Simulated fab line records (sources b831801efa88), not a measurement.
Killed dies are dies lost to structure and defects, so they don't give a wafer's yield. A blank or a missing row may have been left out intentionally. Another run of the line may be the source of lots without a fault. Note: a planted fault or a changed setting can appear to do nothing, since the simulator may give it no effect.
fab line records	flow sky130
[record] lots = 6	wafers = 18	lastDay = 50
route steps=708 shown VT_ADJUST_NCORE@128 VT_ADJUST_HVTR@131 VT_ADJUST_PCH@143 PAD_OPEN@708
lots with no fault: from the same line, run without faults
startH: the number of hours between the record's first day and the start of the first shown wafer of the lot	waitH: time in hours since the lot's previous step	" unchanged from the row above	L1.1+2: one row covering several wafers at once	- no value, or no start given	* or withheld: withheld	< > ~ a bound
route shown NAME@n: a module of which the file shows steps, and the number in the route of the first	usual: average and standard deviation across the fault-free wafers	same: alike in all rows	chamber/n: place in a boat	sites: the reading at each site	_std_site: how widely they spread, as a standard deviation	_edge_site: outer sites' mean less inner sites'	radiusMm: for every site, how far away it sits from the centre of the wafer	mask NAME#n: copy n	behind: the last tool/chamber to shape the wafer	hold: why the lot was held/for how many hours/how that ended	device: the transistor (n, p or np) that didn't switch	end of line: tests of these same wafers at the route's end	a step given without rows: its recipe and nothing more	killed: the dies lost at the first sort to structure and to defects; this is not the yield of the wafer	map: dies across one wafer; x = killed, . = not, _ = none there
set.NAME: the setting the step ran with; set.NAME@STEP: the setting that earlier step ran with	model.NAME: the simulator's own value behind a step, which no gauge read
lots at selected steps of the route; one table per step, one row per wafer
services: the hour from which a tool's chamber was out of use, counted from the record's first day as startH (under 0 if before that day), plus the number of hours and why
[[steps]]
[step SKY_VT_ADJUST_NCORE_IMPLANT_09]
[recipe] species = B	energyKev = 10	doseCm2 = 2.4e+12	tiltDeg = withheld
[step SKY_VT_ADJUST_NCORE_STRIP_10]
[recipe] chemistry = O2/N2	powerW = 1400	pressureMtorr = 1500	platenTempC = withheld	o2FlowSccm = 3000	n2FlowSccm = 300	overashFraction = 0.5
[usual] drypumpMotorCurrentA = 5.6/0.46	n2FlowSccm = 300.0/0.86	oesProductAu = 0.715/0.0046	stripTimeToEndpointS = 14.19/0.046
lot.wafer	tool	chamber	startH	waitH	drypumpMotorCurrentA	n2FlowSccm	oesProductAu	rfHoursCounterH	stripTimeToEndpointS
L619.2	plasmaAsher-04	1	208.39	0.1	6.4	301.0	0.722	48	14.19
L619.4	"	0	"	"	5.3	299.4	0.720	-	14.21
L619.5	"	1	"	"	6.4	299.0	0.719	-	14.21
L627.1	plasmaAsher-03	1	272.43	0.1	5.1	300.0	0.716	15	14.14
L627.2	"	0	"	"	5.6	300.8	0.719	15	14.17
L627.5	"	1	"	"	5.1	299.9	0.719	-	14.17
L633.1	plasmaAsher-01	1	317.04	0.1	6.1	299.9	0.709	64	14.30
L633.5	"	1	"	"	6.1	299.6	0.712	-	14.25
L633.6	"	0	"	"	5.4	300.3	0.714	-	14.24
L636.1	plasmaAsher-01	1	336.81	0.1	6.1	301.4	0.708	66	14.19
L636.3	"	0	"	"	5.3	300.8	0.717	-	14.22
L636.6	"	0	"	"	5.3	299.3	0.713	-	14.22
L635.2	plasmaAsher-03	0	338.39	0.1	5.6	299.1	0.710	21	14.17
L635.3	"	0	"	"	5.6	298.5	0.714	-	14.21
L635.6	"	1	"	"	5.1	298.8	0.723	-	14.20
L638.1	plasmaAsher-04	0	348.91	0.1	5.3	299.6	0.717	60	14.31
L638.2	"	1	"	"	6.4	299.3	0.710	60	14.28
L638.5	"	1	"	"	6.4	301.8	0.717	-	14.26
[step SKY_VT_ADJUST_NCORE_TW_MEAS_11]
[usual] VT_ADJUST_NCORE_TW = 219.5/2.4
lot.wafer	tool	chamber	startH	waitH	VT_ADJUST_NCORE_TW
L619.2	filmMetro-04	-	208.50	0.1	221.0
L619.4	"	-	"	"	220.2
L619.5	"	-	"	"	219.0
L627.1	filmMetro-03	-	272.53	0.1	221.7
L627.2	"	-	"	"	223.0
L627.5	"	-	"	"	221.5
L633.1	filmMetro-03	-	317.14	0.1	221.1
L633.5	"	-	"	"	221.8
L633.6	"	-	"	"	222.9
L636.1	filmMetro-02	-	336.91	0.1	216.9
L636.3	"	-	"	"	216.5
L636.6	"	-	"	"	215.9
L635.2	filmMetro-03	-	338.50	0.1	222.6
L635.3	"	-	"	"	222.9
L635.6	"	-	"	"	223.4
L638.1	filmMetro-02	-	349.01	0.1	216.3
L638.2	"	-	"	"	214.5
L638.5	"	-	"	"	216.8
[step SKY_VT_ADJUST_HVTR_DEHYDRATE_00]
[recipe] tempC = 200	timeS = 60
[step SKY_VT_ADJUST_HVTR_HMDS_01]
[recipe] primeTimeS = 60	primeTempC = 120
[step SKY_VT_ADJUST_HVTR_COAT_02]
[recipe] resist = NOVOLAK	spinRpm = 3000	resistThkNm = 1140
[step SKY_VT_ADJUST_HVTR_SOFTBAKE_03]
[recipe] tempC = 90	timeS = 60	resist = NOVOLAK
[step SKY_VT_ADJUST_HVTR_EXPOSE_04]
[recipe] maskId = HVTRM	targetCdNm = 380	na = 0.6	sourceShape = conventional	sigmaOuter = 0.6	doseMj = 150
[step SKY_VT_ADJUST_HVTR_PEB_05]
[recipe] tempC = withheld	timeS = *	resist = NOVOLAK
[step SKY_VT_ADJUST_HVTR_DEVELOP_06]
[recipe] developTimeS = 60	devTempC = 23
[step SKY_VT_ADJUST_HVTR_CD_MEAS_07]
[recipe] targetCdNm = 380
[usual] cdNm = 380.3/2.3
lot.wafer	tool	chamber	startH	waitH	cdNm
L619.2	cdSem-02	-	230.35	0.1	378.8
L619.4	"	-	"	"	379.6
L619.5	"	-	"	"	379.5
L627.1	cdSem-02	-	296.87	0.2	381.9
L627.2	"	-	"	"	379.7
L627.5	"	-	"	"	377.6
L633.1	cdSem-02	-	344.13	0.1	379.1
L633.5	"	-	"	"	381.5
L633.6	"	-	"	"	380.0
L636.1	cdSem-02	-	363.68	0.1	382.1
L636.3	"	-	"	"	379.9
L636.6	"	-	"	"	382.1
L635.2	cdSem-02	-	365.05	0.2	380.5
L635.3	"	-	"	"	380.3
L635.6	"	-	"	"	381.9
L638.1	cdSem-02	-	375.33	0.1	380.4
L638.2	"	-	"	"	377.9
L638.5	"	-	"	"	377.7
[step SKY_VT_ADJUST_HVTR_OVL_MEAS_08]
[usual] VT_ADJUST_HVTR_OVL = -0.8/1.1
lot.wafer	tool	chamber	startH	waitH	VT_ADJUST_HVTR_OVL[nm]
L619.2	overlay-01	-	230.46	0.1	-1.0
L619.4	"	-	"	"	-0.4
L619.5	"	-	"	"	-1.2
L627.1	overlay-01	-	296.99	0.1	-0.6
L627.2	"	-	"	"	-2.1
L627.5	"	-	"	"	-0.3
L633.1	overlay-01	-	344.25	0.1	-0.8
L633.5	"	-	"	"	-1.5
L633.6	"	-	"	"	-0.8
L636.1	overlay-02	-	363.80	0.1	-0.5
L636.3	"	-	"	"	-1.5
L636.6	"	-	"	"	-2.1
L635.2	overlay-01	-	365.15	0.1	0.9
L635.3	"	-	"	"	-1.8
L635.6	"	-	"	"	-0.7
L638.1	overlay-01	-	375.45	0.1	-2.1
L638.2	"	-	"	"	-2.6
L638.5	"	-	"	"	0.1
[step SKY_VT_ADJUST_HVTR_IMPLANT_09]
[recipe] species = B	energyKev = 10	doseCm2 = 2.1e+12	tiltDeg = withheld
lot.wafer	tool	chamber	startH	waitH
L619.2+4+5	implanter-01	0	230.52	0.0
L619.2+4+5	implanter-01	0	230.83	0.3
L627.1+2+5	implanter-04	0	297.03	0.0
L627.1+2+5	implanter-04	0	297.35	0.3
L633.1+5+6	implanter-01	0	344.28	0.0
L636.1+3+6	implanter-03	0	363.83	0.0
L635.2+3+6	implanter-01	0	365.21	0.0
L638.1+2+5	implanter-01	0	375.48	0.0
[step SKY_VT_ADJUST_HVTR_STRIP_10]
[recipe] chemistry = O2/N2	powerW = 1400	pressureMtorr = 1500	platenTempC = withheld	o2FlowSccm = 3000	n2FlowSccm = 300	overashFraction = 0.5
[usual] drypumpMotorCurrentA = 5.6/0.52	n2FlowSccm = 299.9/0.89	oesProductAu = 0.715/0.0043	stripTimeToEndpointS = 14.16/0.035
lot.wafer	tool	chamber	startH	waitH	drypumpMotorCurrentA	n2FlowSccm	oesProductAu	rfHoursCounterH	stripTimeToEndpointS
L619.2	plasmaAsher-04	0	230.96	0.1	5.3	299.9	0.719	50	14.21
L619.4	"	1	"	"	6.4	299.7	0.709	-	14.12
L619.5	"	0	"	"	5.3	301.4	0.716	-	14.16
L627.1	plasmaAsher-03	0	297.50	0.1	5.6	300.5	0.725	17	14.15
L627.2	"	1	"	"	5.1	300.0	0.710	17	14.19
L627.5	"	1	"	"	5.1	300.3	0.723	-	14.13
L633.1	plasmaAsher-02	1	344.43	0.1	6.4	300.2	0.719	57	14.18
L633.5	"	0	"	"	5.3	300.7	0.717	-	14.16
L633.6	"	1	"	"	6.4	298.8	0.711	-	14.15
L636.1	plasmaAsher-04	0	363.98	0.1	5.3	299.7	0.716	62	14.23
L636.3	"	1	"	"	6.4	299.2	0.719	-	14.18
L636.6	"	0	"	"	5.3	300.4	0.714	-	14.16
L635.2	plasmaAsher-04	0	365.33	0.1	5.3	299.3	0.715	62	14.16
L635.3	"	1	"	"	6.4	299.2	0.713	-	14.16
L635.6	"	1	"	"	6.4	299.7	0.714	-	14.12
L638.1	plasmaAsher-04	0	375.63	0.1	5.3	299.3	0.721	63	14.18
L638.2	"	1	"	"	6.4	300.4	0.716	63	14.13
L638.5	"	1	"	"	6.4	299.7	0.713	-	14.16
[step SKY_VT_ADJUST_HVTR_TW_MEAS_11]
[usual] VT_ADJUST_HVTR_TW = 210/3.8
lot.wafer	tool	chamber	startH	waitH	VT_ADJUST_HVTR_TW
L619.2	filmMetro-03	-	231.13	0.1	261
L619.4	"	-	"	"	261
L619.5	"	-	"	"	261
L627.1	filmMetro-04	-	297.60	0.1	257
L627.2	"	-	"	"	260
L627.5	"	-	"	"	257
L633.1	filmMetro-03	-	344.53	0.1	215
L633.5	"	-	"	"	216
L633.6	"	-	"	"	215
L636.1	filmMetro-01	-	364.08	0.1	206
L636.3	"	-	"	"	206
L636.6	"	-	"	"	206
L635.2	filmMetro-04	-	365.44	0.1	210
L635.3	"	-	"	"	210
L635.6	"	-	"	"	210
L638.1	filmMetro-03	-	375.73	0.1	214
L638.2	"	-	"	"	216
L638.5	"	-	"	"	215
[step SKY_VT_ADJUST_PCH_DEHYDRATE_00]
[recipe] tempC = 200	timeS = 60
[step SKY_PAD_OPEN_PROBE_99]
[usual] killed_at_M0_to_M3 = 43/7.1	killed_at_M4_up = 3.2/1.7	killedAtContacts = 24/5.6	killedAtFrontEnd = 16/5	killedAtOther = 0.4/0.68	killedDies = 86/9.3	killedOpen = 47/7.1	killedShort = 39/5.7
[same] grossDies = 492	killedAtBackSide = 0
lot.wafer	tool	chamber	startH	waitH	killed_at_M0_to_M3	killed_at_M4_up	killedAtContacts	killedAtFrontEnd	killedAtOther	killedDies	killedOpen	killedShort	model.etest.pfet_01v8_mvt.driveUaUm	model.etest.pfet_01v8_mvt.offLog10AUm	model.etest.pfet_01v8_mvt.vtSatV	model.etest.pfet_01v8_mvt.vtV	model.etest.pfet_01v8_mvt.vtLongV	model.etest.pfet_01v8_mvt.bodyRiseV
L619.2	prober-01	-	1102.45	0.1	51	5	15	14	2	87	51	36	199.6	-6.041	-0.05054	-0.2079	-0.4819	-0.2361
L619.4	prober-01	-	1102.55	0.2	46	0	25	10	0	81	45	35	195	-6.264	-0.07656	-0.2246	-0.4869	-0.2354
L619.5	prober-01	-	1102.60	0.2	40	1	21	10	0	72	36	36	199.7	-6.202	-0.07839	-0.2334	-0.5057	-0.2318
L627.1	prober-01	-	1154.29	0.1	38	8	17	10	0	73	34	39	197.5	-6.383	-0.09359	-0.247	-0.5153	-0.2281
L627.2	prober-01	-	1154.34	0.1	39	5	36	17	0	97	49	48	196	-6.473	-0.1068	-0.2565	-0.5254	-0.2245
L627.5	prober-01	-	1154.49	0.2	55	2	32	13	0	102	61	40	198.9	-6.372	-0.09344	-0.2504	-0.5227	-0.2263
L633.1	prober-01	-	1180.49	0.1	44	5	34	9	0	92	53	39	154.6	-10.84	-0.5753	-0.665	-0.8691	-0.1835
L633.5	prober-01	-	1180.69	0.2	47	3	18	20	1	89	49	40	154.7	-10.72	-0.5748	-0.6613	-0.8678	-0.1829
L633.6	prober-01	-	1180.74	0.2	51	7	18	8	0	84	43	41	155.7	-10.91	-0.5757	-0.6634	-0.87	-0.182
L636.1	prober-01	-	1191.95	0.1	50	3	27	22	0	102	55	47	152	-10.21	-0.5357	-0.6222	-0.8291	-0.1982
L636.3	prober-01	-	1192.05	0.2	40	4	18	22	0	84	47	37	151.7	-10.3	-0.5295	-0.6169	-0.8265	-0.1989
L636.6	prober-01	-	1192.20	0.2	36	2	30	21	0	89	49	40	151.4	-10.26	-0.5379	-0.6233	-0.8273	-0.1975
L635.2	prober-02	-	1193.83	0.1	39	2	24	13	0	78	41	37	149.8	-10.87	-0.5808	-0.6674	-0.8706	-0.1865
L635.3	prober-02	-	1193.88	0.2	37	1	28	15	0	81	47	34	148.9	-10.97	-0.5787	-0.665	-0.8756	-0.1849
L635.6	prober-02	-	1194.03	0.2	36	3	20	16	0	75	39	36	151	-10.89	-0.5816	-0.6687	-0.8671	-0.1845
L638.1	prober-01	-	1198.94	0.1	32	8	26	12	1	79	37	42	152	-10.7	-0.5615	-0.6508	-0.8635	-0.1884
L638.2	prober-01	-	1198.99	0.1	52	3	29	17	0	101	53	48	150.1	-10.81	-0.5732	-0.6593	-0.863	-0.1901
L638.5	prober-01	-	1199.14	0.2	37	5	25	18	0	85	51	34	151.2	-10.6	-0.5661	-0.6539	-0.8635	-0.1897
// killed by level:class
L619.2 VIA1:geometricParticle:open=15 VIA2:geometricParticle:open=9 POLY_GATE:geometricParticle:open=6 VIA3:geometricParticle:short=5 CONTACT:geometricParticle:open=5 VIA1:geometricParticle:short=5 LI_CONTACT:geometricParticle:open=4 VIA2:geometricParticle:short=4
L619.4 VIA1:geometricParticle:open=12 LI_CONTACT:geometricParticle:open=9 VIA3:geometricParticle:open=9 VIA2:geometricParticle:open=7 LOCAL_INTERCONNECT:geometricParticle:short=6 CONTACT:geometricParticle:open=6 FIELD_ISO:geometricParticle:short=5 METAL2:geometricParticle:short=5
L619.5 VIA1:geometricParticle:open=11 VIA2:geometricParticle:open=6 CONTACT:geometricParticle:short=5 CONTACT:geometricParticle:open=5 METAL2:geometricParticle:short=5 VIA3:geometricParticle:open=5 VIA1:geometricParticle:short=4 FIELD_ISO:geometricParticle:open=4
L627.1 CONTACT:geometricParticle:open=6 METAL1:geometricParticle:short=6 VIA1:geometricParticle:short=5 METAL2:geometricParticle:short=5 VIA2:geometricParticle:open=5 POLY_GATE:geometricParticle:open=4 VIA1:geometricParticle:open=4 METAL4:geometricParticle:short=4
L627.2 CONTACT:geometricParticle:open=11 LOCAL_INTERCONNECT:geometricParticle:short=10 VIA1:geometricParticle:open=9 LI_CONTACT:geometricParticle:open=8 VIA2:geometricParticle:open=7 FIELD_ISO:geometricParticle:open=5 METAL2:geometricParticle:short=5 METAL4:geometricParticle:short=5
L627.5 CONTACT:geometricParticle:open=16 VIA1:geometricParticle:open=12 METAL1:geometricParticle:short=9 VIA3:geometricParticle:open=9 METAL2:geometricParticle:short=6 POLY_GATE:geometricParticle:open=5 LI_CONTACT:geometricParticle:open=5 VIA1:geometricParticle:short=5
L633.1 VIA1:geometricParticle:open=13 CONTACT:geometricParticle:open=12 LI_CONTACT:geometricParticle:open=9 VIA1:geometricParticle:short=7 FIELD_ISO:geometricParticle:open=5 LI_CONTACT:geometricParticle:short=5 CONTACT:geometricParticle:short=5 METAL1:geometricParticle:short=5
L633.5 VIA1:geometricParticle:open=10 CONTACT:geometricParticle:open=9 FIELD_ISO:geometricParticle:short=6 VIA1:geometricParticle:short=6 FIELD_ISO:geometricParticle:open=5 VIA2:geometricParticle:open=5 LI_CONTACT:geometricParticle:open=5 VIA3:geometricParticle:open=5
L633.6 VIA1:geometricParticle:open=14 METAL1:geometricParticle:short=10 CONTACT:geometricParticle:open=10 METAL2:geometricParticle:short=7 VIA1:geometricParticle:short=6 METAL4:geometricParticle:short=5 LI_CONTACT:geometricParticle:open=4 VIA3:geometricParticle:open=4
L636.1 VIA1:geometricParticle:open=11 CONTACT:geometricParticle:open=10 METAL1:geometricParticle:short=7 LI_CONTACT:geometricParticle:open=6 FIELD_ISO:geometricParticle:short=5 FIELD_ISO:geometricParticle:open=5 CONTACT:geometricParticle:short=5 METAL2:geometricParticle:short=5
L636.3 VIA1:geometricParticle:open=9 FIELD_ISO:geometricParticle:open=7 VIA2:geometricParticle:open=7 LI_CONTACT:geometricParticle:open=7 VIA1:geometricParticle:short=7 POLY_GATE:geometricParticle:short=5 POLY_GATE:geometricParticle:open=5 METAL1:geometricParticle:short=5
L636.6 LI_CONTACT:geometricParticle:open=12 CONTACT:geometricParticle:open=10 POLY_GATE:geometricParticle:short=8 FIELD_ISO:geometricParticle:open=7 VIA1:geometricParticle:open=7 VIA3:geometricParticle:open=6 LI_CONTACT:geometricParticle:short=5 METAL1:geometricParticle:short=5
L635.2 CONTACT:geometricParticle:open=13 VIA1:geometricParticle:open=8 METAL2:geometricParticle:short=7 POLY_GATE:geometricParticle:short=5 CONTACT:geometricParticle:short=5 METAL1:geometricParticle:short=4 VIA2:geometricParticle:short=4 FIELD_ISO:geometricParticle:open=3
L635.3 VIA1:geometricParticle:open=12 CONTACT:geometricParticle:open=9 LOCAL_INTERCONNECT:geometricParticle:short=7 CONTACT:geometricParticle:short=7 VIA2:geometricParticle:open=6 VIA3:geometricParticle:open=6 FIELD_ISO:geometricParticle:short=4 FIELD_ISO:geometricParticle:open=4
L635.6 LI_CONTACT:geometricParticle:open=8 LOCAL_INTERCONNECT:geometricParticle:short=7 VIA3:geometricParticle:open=7 FIELD_ISO:geometricParticle:open=6 METAL1:geometricParticle:short=6 VIA1:geometricParticle:open=6 VIA2:geometricParticle:short=4 POLY_GATE:geometricParticle:short=4
L638.1 CONTACT:geometricParticle:open=7 METAL1:geometricParticle:short=6 FIELD_ISO:geometricParticle:open=5 LI_CONTACT:geometricParticle:open=5 LOCAL_INTERCONNECT:geometricParticle:short=5 VIA1:geometricParticle:open=5 METAL2:geometricParticle:short=5 VIA2:geometricParticle:open=5
L638.2 VIA1:geometricParticle:open=12 METAL2:geometricParticle:short=8 LI_CONTACT:geometricParticle:open=7 CONTACT:geometricParticle:open=7 VIA1:geometricParticle:short=6 VIA2:geometricParticle:open=6 FIELD_ISO:geometricParticle:short=5 CONTACT:geometricParticle:short=5
L638.5 LI_CONTACT:geometricParticle:open=14 VIA1:geometricParticle:open=14 FIELD_ISO:geometricParticle:short=6 VIA2:geometricParticle:open=6 METAL3:geometricParticle:short=6 METAL4:geometricParticle:short=5 LI_CONTACT:geometricParticle:short=4 VIA3:geometricParticle:open=4
[[services]]
tool	chamber	startH	hours	kind
implanter-03	-	184.48	2.4	repair
implanter-04	-	192.85	3.6	pm
implanter-04	-	213.52	4.1	pm
implanter-01	-	224.24	0.8	repair
plasmaAsher-02	-	246.71	0.5	repair
implanter-04	-	249.08	0.6	repair
plasmaAsher-03	-	261.78	2.6	repair
plasmaAsher-04	-	271.50	13.8	repair
implanter-01	-	275.73	3.3	repair
implanter-04	-	328.76	6.2	repair
plasmaAsher-02	-	330.31	2.3	repair
implanter-03	-	334.44	2.4	repair
plasmaAsher-01	-	370.61	1.4	repair
[[key]]
[firstSign] step = SKY_VT_ADJUST_HVTR_IMPLANT_09	reading = visit	direction = added
[effect] step = SKY_VT_ADJUST_HVTR_TW_MEAS_11	reading = VT_ADJUST_HVTR_TW	direction = up	sigmas = 13	usual = 210	struck = 259
[modelEffect] step = SKY_PAD_OPEN_PROBE_99	value = etest.pfet_01v8_mvt.driveUaUm	without = 152.1	struck = 197.8
metAt SKY_VT_ADJUST_HVTR_IMPLANT_09
struckWafers L619.2,L619.4,L619.5,L627.1,L627.2,L627.5
testerLeftOut L619,L627
[fault] kind = repeatedStepWhole	tool = implanter-01,implanter-03,implanter-04	chamber = -	onsetH = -	steps = SKY_VT_ADJUST_HVTR_IMPLANT_09	times = 1	scope = struckLotsOnly
// testerLeftOut: of these lots the tester's yield and bins aren't shown, on N5 and GAA mostly nor the transistor test; their killed dies are dies lost to structure and defects alone, not to doping, threshold or leakage, so they don't give the yield
